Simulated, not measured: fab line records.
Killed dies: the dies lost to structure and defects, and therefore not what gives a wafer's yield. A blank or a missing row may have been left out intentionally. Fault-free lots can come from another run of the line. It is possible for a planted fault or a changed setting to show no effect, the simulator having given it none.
fab line records	flow sky130
record lots=7	wafers=19	last_day=50
route steps=708 shown VIA3@575
lots that met no fault: taken from a fault-free run of the same line
start_h: hours from the record's first day to the start of the lot's first wafer shown	wait_h: hours elapsed since this lot's preceding step	" repeats the value in the row above	L1.1+2: a row that stands for several wafers	- no value, or no start was given	* or withheld: withheld	< > ~ a bound
route shown NAME@n: a module of which the file shows steps, and the number in the route of the first	usual: mean/standard deviation taken from wafers without a fault	same: alike in all rows	chamber/n: place in a boat	sites: readings site by site	_std_site: standard deviation of those values	_edge_site: outer sites' mean less inner sites'	radius_mm: how far each site lies from the wafer's centre	mask NAME#n: copy n	behind: tool/chamber where the wafer was last shaped	hold: reason for holding the lot/hours on hold/outcome of the hold	device: names the non-switching transistor (n, p or np)	end of line: at the end of the route, the tests of the same wafers	a step given without rows: its recipe and nothing more	killed: dies that structure and defects cost at the first sort, which is not the same as the wafer's yield	map: a wafer's dies, x killed, . not, _ none there
set.NAME: the setting as run; set.NAME@STEP: as run at that earlier step	model.NAME: the simulator's own value behind a step, which no gauge read
certain route steps with their lots: each step a table, each wafer a row
services: from which hour (start_h, from the record's first day; less than 0 if before it) a tool's chamber was out of use, for how many hours, and why
## steps
# step SKY_VIA3_CMP_02
# recipe material=SiO2	down_force_psi=4	platen_rpm=60	pad_velocity_m_s=0.94248
# usual motor_current_A=10.9/1.2
lot.wafer	tool	chamber	start_h	wait_h	motor_current_A
L170.2	cmp-01	0	922.01	0.0	9.9
L170.1	"	2	"	"	9.0
L170.5	"	0	"	"	10.1
L174.1	cmp-02	0	951.64	0.1	9.1
L174.6	"	1	"	"	12.5
L175.5	cmp-01	2	958.45	0.2	9.3
L175.6	"	3	"	"	11.1
L178.3	cmp-02	0	978.14	0.2	9.5
L178.4	"	2	"	"	11.2
L178.5	"	1	"	"	12.9
L186.2	cmp-02	3	1027.49	0.4	11.4
L186.4	"	0	"	"	9.4
L186.1	"	1	"	"	12.3
L188.4	cmp-02	0	1041.68	0.4	9.6
L188.2	"	1	"	"	12.2
L188.5	"	3	"	"	11.9
L190.2	cmp-02	1	1057.71	0.0	12.7
L190.1	"	3	"	"	11.3
L190.4	"	0	"	"	9.0
# step SKY_VIA3_BOW_MEAS_03
# recipe mode=bow
# usual VIA3_BOW=80/7.3
lot.wafer	tool	chamber	start_h	wait_h	VIA3_BOW[um]
L170.1	film_metro-04	-	922.31	0.1	86
L170.2	"	-	"	"	86
L170.5	"	-	"	"	77
L174.1	film_metro-04	-	951.94	0.2	78
L174.6	"	-	"	"	78
L175.5	film_metro-03	-	958.63	0.1	75
L175.6	"	-	"	"	67
L178.3	film_metro-02	-	978.48	0.3	74
L178.4	"	-	"	"	92
L178.5	"	-	"	"	67
L186.1	film_metro-02	-	1027.74	0.1	80
L186.2	"	-	"	"	72
L186.4	"	-	"	"	81
L188.2	film_metro-03	-	1041.90	0.1	74
L188.4	"	-	"	"	81
L188.5	"	-	"	"	84
L190.1	film_metro-03	-	1058.01	0.1	84
L190.2	"	-	"	"	78
L190.4	"	-	"	"	70
# step SKY_VIA3_DEHYDRATE_04
# recipe temp_c=200	time_s=60
# step SKY_VIA3_HMDS_05
# recipe prime_time_s=60	prime_temp_c=120
# step SKY_VIA3_COAT_06
# recipe resist=BARC	temp_c=withheld	time_s=withheld	spin_rpm=3000	resist_thk_nm=60
# step SKY_VIA3_COAT_07
# recipe resist=KrF-thick	spin_rpm=3000	resist_thk_nm=450
# step SKY_VIA3_SOFTBAKE_08
# recipe temp_c=100	time_s=90	resist=KrF-thick
# step SKY_VIA3_EXPOSE_09
# recipe mask_id=VIM3	na=0.8	source_shape=annular	sigma_inner=0.55	sigma_outer=0.85	target_cd_nm=200	dose_mj=38
# step SKY_VIA3_PEB_10
# recipe peb_temp_c=withheld	peb_time_s=withheld	resist=KrF-thick
# step SKY_VIA3_DEVELOP_11
# recipe develop_time_s=60	resist=KrF-thick	dev_temp_c=21
# step SKY_VIA3_CD_MEAS_12
# recipe target_cd_nm=200
# usual cd_nm=199.7/1.4
lot.wafer	tool	chamber	start_h	wait_h	cd_nm
L170.1	cd_sem-01	-	947.16	-	201.5
L170.2	"	-	"	"	202.6
L170.5	"	-	"	"	202.9
L174.1	cd_sem-01	-	976.11	-	199.3
L174.6	"	-	"	"	199.3
L175.5	cd_sem-02	-	982.63	-	199.8
L175.6	"	-	"	"	199.6
L178.3	cd_sem-01	-	1001.75	-	199.9
L178.4	"	-	"	"	198.4
L178.5	"	-	"	"	199.9
L186.1	cd_sem-01	-	1049.80	-	201.1
L186.2	"	-	"	"	200.6
L186.4	"	-	"	"	199.5
L188.2	cd_sem-02	-	1063.68	-	196.9
L188.4	"	-	"	"	198.3
L188.5	"	-	"	"	199.3
L190.1	cd_sem-01	-	1079.01	-	201.4
L190.2	"	-	"	"	200.2
L190.4	"	-	"	"	198.9
# step SKY_VIA3_OVL_MEAS_13
# usual VIA3_OVL=-1/4.5
lot.wafer	tool	chamber	start_h	wait_h	VIA3_OVL[nm]
L170.1	overlay-02	-	947.28	0.1	0
L170.2	"	-	"	"	-7
L170.5	"	-	"	"	0
L174.1	overlay-02	-	976.23	0.1	-1
L174.6	"	-	"	"	8
L175.5	overlay-01	-	982.70	0.0	0
L175.6	"	-	"	"	-4
L178.3	overlay-02	-	1001.85	0.1	-4
L178.4	"	-	"	"	1
L178.5	"	-	"	"	-4
L186.1	overlay-02	-	1049.92	0.1	2
L186.2	"	-	"	"	-1
L186.4	"	-	"	"	-9
L188.2	overlay-02	-	1063.79	0.1	-5
L188.4	"	-	"	"	-11
L188.5	"	-	"	"	-12
L190.1	overlay-02	-	1079.13	0.1	0
L190.2	"	-	"	"	4
L190.4	"	-	"	"	7
# step SKY_VIA3_ETCH_14
# recipe chemistry=N2/H2	target=BARC	ion_energy_ev=200	source_w=500	bias_w=100	pressure_mtorr=30	n2_flow_sccm=100	h2_flow_sccm=200	stop_on=SiO2	time_s=45.9	target_depth_a=600
# usual chamber_pressure_mTorr=30.000/0.027	drypump_motor_current_A=5.6/0.5	oes_product_au=0.855/0.0048	run_length_s=74.2/0.45	throttle_valve_pct=13.226/0.0085
lot.wafer	tool	chamber	start_h	wait_h	chamber_pressure_mTorr	drypump_motor_current_A	oes_product_au	rf_hours_counter_h	run_length_s	throttle_valve_pct	model.KrF-thick_of_VIA3_COAT_07.thk_nm
L170.1	rie_diel-01	0	947.32	0.0	29.962	6.5	0.852	13	73.6	13.218	391.6
L170.2	"	3	"	"	30.054	5.8	0.852	6	73.4	13.227	391.2
L170.5	"	0	"	"	30.045	6.6	0.860	-	73.6	13.218	392
L174.1	rie_diel-01	1	976.27	0.0	30.040	5.3	0.854	0	74.5	13.235	395.2
L174.6	"	3	"	"	29.980	5.8	0.973	-	67.3	13.239	400.7
L175.5	rie_diel-01	3	982.73	0.0	30.021	5.8	0.859	-	73.5	13.220	392.1
L175.6	"	0	"	"	29.975	6.6	0.967	-	67.5	13.230	398.9
L178.3	rie_diel-01	2	1001.87	0.0	30.035	5.7	0.854	10	74.3	13.220	394.1
L178.4	"	0	"	"	30.028	6.6	0.976	15	67.6	13.232	400.8
L178.5	"	2	"	"	30.034	5.7	0.861	-	74.3	13.227	394.5
L186.1	rie_diel-03	1	1049.96	0.0	30.000	4.7	0.855	10	73.7	13.218	392.5
L186.2	"	0	"	"	30.026	5.1	0.851	13	73.9	13.216	391.1
L186.4	"	3	"	"	29.981	5.9	0.859	-	74.8	13.227	391.4
L188.2	rie_diel-01	0	1063.82	0.0	30.006	6.6	0.856	17	73.7	13.221	393.7
L188.4	"	1	"	"	29.997	5.3	0.862	3	74.6	13.230	393.2
L188.5	"	3	"	"	30.009	5.8	0.862	-	73.8	13.240	394.5
L190.1	rie_diel-01	0	1079.17	0.0	29.983	6.6	0.854	17	73.6	13.225	392.3
L190.2	"	3	"	"	29.996	5.8	0.858	11	73.5	13.214	391.4
L190.4	"	2	"	"	30.006	5.7	0.859	13	74.6	13.236	392.3
# step SKY_VIA3_ETCH_15
# recipe target=SiO2	chemistry=C4F8/O2/Ar	target_depth_nm=507	stop_on=TiN	mask_material=KrF-thick	source_w=1500	bias_w=1200	pressure_mtorr=40	c4f8_flow_sccm=withheld	O2_flow_sccm=6	Ar_flow_sccm=300	time_s=78
# usual chamber_pressure_mTorr=40.00/0.042	oes_product_au=0.947/0.0045	run_length_s=106.3/0.47
lot.wafer	tool	chamber	start_h	wait_h	chamber_pressure_mTorr	oes_product_au	rf_hours_counter_h	run_length_s	model.KrF-thick_of_VIA3_COAT_07.thk_nm
L170.1	rie_diel-01	0	947.36	0.0	40.03	0.948	13	105.8	288.7
L170.2	"	3	"	"	40.04	0.947	6	105.6	289.8
L170.5	"	0	"	"	39.94	0.945	-	106.1	288.7
L174.1	rie_diel-01	1	976.31	0.0	39.94	0.944	0	106.4	292.8
L174.6	"	3	"	"	40.05	0.945	-	105.5	299.5
L175.5	rie_diel-01	3	982.78	0.0	40.03	0.949	-	105.6	290.2
L175.6	"	0	"	"	40.05	0.945	-	106.3	296.1
L178.3	rie_diel-01	2	1001.91	0.0	39.93	0.946	10	106.4	292.5
L178.4	"	0	"	"	40.04	0.947	15	106.4	298.3
L178.5	"	2	"	"	39.98	0.942	-	106.6	294.6
L186.1	rie_diel-03	1	1050.00	0.0	40.00	0.957	10	106.0	290.2
L186.2	"	0	"	"	40.06	0.938	13	106.4	288.2
L186.4	"	3	"	"	39.96	0.939	-	106.9	288
L188.2	rie_diel-01	0	1063.86	0.0	39.94	0.939	17	106.1	290.7
L188.4	"	1	"	"	39.94	0.948	3	106.7	290.9
L188.5	"	3	"	"	39.96	0.950	-	105.5	293.1
L190.1	rie_diel-01	0	1079.21	0.0	40.02	0.948	17	106.2	291
L190.2	"	3	"	"	40.02	0.946	11	105.6	290.2
L190.4	"	2	"	"	39.99	0.942	13	107.0	291.6
# step SKY_VIA3_STRIP_16
# recipe chemistry=O2/N2	power_w=1400	pressure_mtorr=1500	platen_temp_c=withheld	o2_flow_sccm=3000	n2_flow_sccm=300	overash_fraction=0.5
# usual chamber_pressure_mTorr=1500/3.5	drypump_motor_current_A=5.4/0.49	oes_product_au=0.402/0.0046	strip_time_to_endpoint_s=4.134/0.022
lot.wafer	tool	chamber	start_h	wait_h	chamber_pressure_mTorr	drypump_motor_current_A	oes_product_au	rf_hours_counter_h	strip_time_to_endpoint_s
L170.1	plasma_asher-01	1	947.42	0.0	1501	6.0	0.402	50	4.108
L170.2	"	0	"	"	1502	5.2	0.405	50	4.135
L170.5	"	0	"	"	1502	5.2	0.404	-	4.096
L174.1	plasma_asher-01	1	976.37	0.0	1499	6.0	0.398	54	4.149
L174.6	"	1	"	"	1501	6.1	0.404	-	4.219
L175.5	plasma_asher-04	0	982.88	0.1	1500	5.6	0.400	-	4.128
L175.6	"	1	"	"	1501	4.9	0.406	-	4.164
L178.3	plasma_asher-04	0	1002.00	0.1	1500	5.6	0.409	-	4.152
L178.4	"	1	"	"	1499	5.0	0.411	-	4.206
L178.5	"	1	"	"	1501	5.0	0.406	-	4.182
L186.1	plasma_asher-04	0	1050.06	0.0	1500	5.6	0.398	32	4.109
L186.2	"	1	"	"	1500	5.0	0.400	32	4.100
L186.4	"	0	"	"	1499	5.6	0.402	-	4.101
L188.2	plasma_asher-04	1	1063.92	0.0	1500	4.9	0.399	34	4.117
L188.4	"	1	"	"	1503	5.0	0.402	-	4.135
L188.5	"	1	"	"	1499	5.0	0.403	-	4.162
L190.1	plasma_asher-02	1	1079.27	0.0	1504	4.8	0.406	2	4.116
L190.2	"	0	"	"	1500	6.1	0.400	2	4.113
L190.4	"	0	"	"	1500	6.0	0.395	-	4.140
# step SKY_VIA3_STRIP_17
# recipe chemistry=post_etch_residue_remover	time_s=1200	temp_c=72.5
## services
tool	chamber	start_h	hours	kind
plasma_asher-01	-	910.44	2.8	pm
cmp-01	-	912.00	4.0	pm
cmp-02	-	927.18	3.9	pm
plasma_asher-01	-	940.99	6.4	repair
rie_diel-01	1	945.40	-	clean
plasma_asher-04	-	950.83	1.7	repair
cmp-01	-	956.40	0.7	repair
rie_diel-03	0	969.44	8.1	repair
cmp-02	-	986.51	2.3	repair
rie_diel-01	1	986.80	9.4	repair
rie_diel-01	1	1005.88	9.0	repair
rie_diel-03	3	1006.93	9.6	repair
cmp-01	-	1025.60	20.1	pm
rie_diel-03	3	1030.42	2.0	repair
cmp-02	-	1032.89	0.8	repair
plasma_asher-04	-	1039.85	5.7	repair
plasma_asher-01	-	1042.12	5.5	repair
cmp-01	-	1048.48	2.3	repair
rie_diel-03	2	1049.75	64.1	repair
cmp-01	-	1054.07	6.8	pm
plasma_asher-02	-	1055.25	9.0	pm
plasma_asher-01	-	1069.16	0.4	repair
cmp-02	-	1072.80	0.5	repair
cmp-02	-	1078.46	4.0	pm
## key
first_sign step=SKY_VIA3_ETCH_14	reading=oes_product_au	direction=up	sigmas=24	usual=0.855	struck=0.972
effect step=SKY_VIA3_ETCH_14	reading=run_length_s	direction=down	sigmas=15	usual=*	struck=*
effect step=SKY_VIA3_STRIP_16	reading=strip_time_to_endpoint_s	direction=up	sigmas=2.8	usual=*	struck=*
model_effect step=SKY_VIA3_ETCH_14	value=KrF-thick_of_VIA3_COAT_07.thk_nm	without=394.4	struck=400.1
model_effect step=SKY_VIA3_ETCH_15	value=KrF-thick_of_VIA3_COAT_07.thk_nm	without=292.2	struck=297.9
met_at SKY_VIA3_ETCH_14
struck_wafers L174.6,L175.6,L178.4
sort_left_out L174.6,L175.6,L178.4
onset_between 947.32 976.27
fault kind=process_parameter_drift	tool=rie_diel-01	chamber=-	onset_h=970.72	steps=SKY_VIA3_ETCH_14	channel=time_s	offset=*	shape=step	end_h=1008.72	scope=struck_wafers_only	acts_in=*	stated=*
# sort_left_out: the simulated sort isn't trusted on such a fault, so these wafers' sort isn't shown, and their yield isn't known
